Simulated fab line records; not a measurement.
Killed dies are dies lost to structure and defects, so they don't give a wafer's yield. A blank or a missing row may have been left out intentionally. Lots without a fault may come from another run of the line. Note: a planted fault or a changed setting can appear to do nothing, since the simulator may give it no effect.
Problem report in the 8D (eight disciplines) form, filled by code :: flow sky130 :: the parts of the form that need people (team, actions taken, sign-off) are left out

## 1. WHAT WENT WRONG
Wafers without a fault read 32.3 s, standard deviation 2.7; time-to-endpoint-s at SKY_LI_CONTACT_CMP_02 reads a mean of 15.3 s on 3 wafers belonging to 3 lots. Measured from the usual mean, that is -6.3 standard deviations.
The step: polishes PSG.
Earliest sighting: wafer L515.5 on cmp-01 at day 32 11:40. The record holds 40 wafers of 14 lots with a number at this step. By rule, "out" or "out of limits" means more than 4 standard deviations away from the usual mean. All remaining wafers that have a number are taken as sound.

## 2. WHAT THIS IS AND IS NOT
question: which readings at this step
is: time-to-endpoint-s
is not: motor-current-A

question: which lots
is: L515, L516, L517
is not: L501, L502, L503, L504, L505, L506, L507, L508, L510, L518, L524

question: which wafers of those lots
is: L515.5, L516.5, L517.5
is not: L515.6, L516.3, L516.6, L517.1

question: read on which tools
is: cmp-01
is not: cmp-02

question: when
is: from day 32 11:40
is not: up to then (28 sound wafers); but 9 sound wafers of L516, L517, L518, L524 came after

## 3. WHAT RULES OUT EACH SUSPECT
Counting: if a tool at a process step up to the reading ran every lot that is out, it stays a suspect. Sound lots after the first of them don't rule it out here, since some wafers of a struck lot are sound.
- cmp-01 at SKY_LI_CONTACT_CMP_02 (polishes PSG): kept. Ran every lot that is out, first one L515 (day 32 11:40); last sound lot up to then L508 (day 30 14:45). Its own time-to-endpoint-s readings are out on those wafers.
Remaining after the count: cmp-01 at SKY_LI_CONTACT_CMP_02.

## 4. THE CAUSE (what the simulator had put in)
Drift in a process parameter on cmp-01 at SKY_LI_CONTACT_CMP_02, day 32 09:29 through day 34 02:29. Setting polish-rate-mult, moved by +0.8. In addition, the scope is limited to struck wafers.
Only this tool survived the counting.

## 5. THE EFFECT CHAIN, in route order
Each row: a reading where the mean over the struck wafers with a number is more than 3 standard deviations away from the usual. Only readings whose record carries a usual standard deviation are examined. hours: median over the lots of the time between each lot's start at the first step of this table that gives one and its start at this step. sigmas: the change, counted in usual standard deviations.
hours: 0
step: SKY_LI_CONTACT_CMP_02
reading: time-to-endpoint-s
usual: 32.3 s
on struck wafers: 15.3
change: -17.0
sigmas: -6.3
Its process steps:
- SKY_LI_CONTACT_CMP_02: polishes PSG.

## 6. WHAT WOULD HAVE CAUGHT IT SOONER
The fault began at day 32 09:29; the first out-of-limits reading in this record came at day 32 11:40, 2 hours later.
